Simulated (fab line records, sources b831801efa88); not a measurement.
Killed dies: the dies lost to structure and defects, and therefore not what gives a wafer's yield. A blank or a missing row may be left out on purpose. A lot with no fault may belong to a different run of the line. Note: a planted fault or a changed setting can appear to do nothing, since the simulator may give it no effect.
Code-filled problem report in 8D (eight disciplines) form :: flow sky130 :: the parts of the form that need people (team, actions taken, sign-off) are left out

1. PROBLEM STATEMENT
prime_temp_c at SKY_VIA3_HMDS_05 reads a mean of 118.82 C on 6 wafers of 2 lots; wafers without a fault read 119.99 C with a standard deviation of 0.14. That is -8.4 standard deviations from the usual mean.
The step: prime time 60 s.
First seen on wafer L195.2, day 43 16:57, on litho_track-04. The record holds 33 wafers of 11 lots with a number at this step. By rule, "out" or "out of limits" means more than 4 standard deviations away from the usual mean. Any other wafer with a number is counted as sound.

2. WHAT IT IS, AND WHAT IT ISN'T
question: which readings at this step
is: prime_temp_c
is not: -

question: which lots
is: L195, L196
is not: L179, L180, L182, L183, L188, L192, L199, L200, L202

question: which wafers of those lots
is: all that have a number
is not: -

question: read on which tools
is: litho_track-04
is not: litho_track-01, litho_track-02

question: when
is: from day 43 16:57
is not: up to then (18 sound wafers); but 9 sound wafers of L199, L200, L202 came after

3. THE SUSPECTS, EACH WITH WHAT RULES IT OUT
Counting: a tool stays on the suspect list if, at a process step up to the reading, it processed all lots that are out and no sound lot following the first of them.
- pvd_sputter-02 at SKY_CAPM_SPUTTER_02 (material TiN, target thk 200 nm, time 166.7 s): ruled out as a lasting fault. The sound lots L199 went through it after L195, its earliest lot that is out (day 41 05:50).
- litho_track-04 at SKY_VIA3_HMDS_05 (prime time 60 s): kept. Every lot that is out went through it, starting with L195 (day 43 16:57), and after that it ran no sound lot; the last sound lot it ran before then is L192 (day 42 23:14). Its own prime_temp_c readings are out on those wafers.
The count leaves litho_track-04 at SKY_VIA3_HMDS_05.

4. THE CAUSE (what the simulator had put in)
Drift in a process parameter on litho_track-04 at SKY_VIA3_HMDS_05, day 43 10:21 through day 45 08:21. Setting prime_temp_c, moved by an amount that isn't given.
Counting left only this tool.

5. SEQUENCE OF EFFECTS, ordered by route
Each row: a reading where the mean over the struck wafers with a number is more than 3 standard deviations away from the usual. Only readings whose record carries a usual standard deviation are examined. hours: median over the lots of the time between each lot's start at the first step of this table that gives one and its start at this step. sigmas: the change, counted in usual standard deviations.
hours: 0
step: SKY_VIA3_HMDS_05
reading: prime_temp_c
usual: 119.99 C
on struck wafers: 118.82
change: -1.17
sigmas: -8.4
Here are the process steps it includes:
- SKY_VIA3_HMDS_05: prime time 60 s.

6. HOW IT WOULD HAVE BEEN CAUGHT EARLIER
First out-of-limits reading in this record: day 43 16:57, which is 7 hours after fault onset at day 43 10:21.
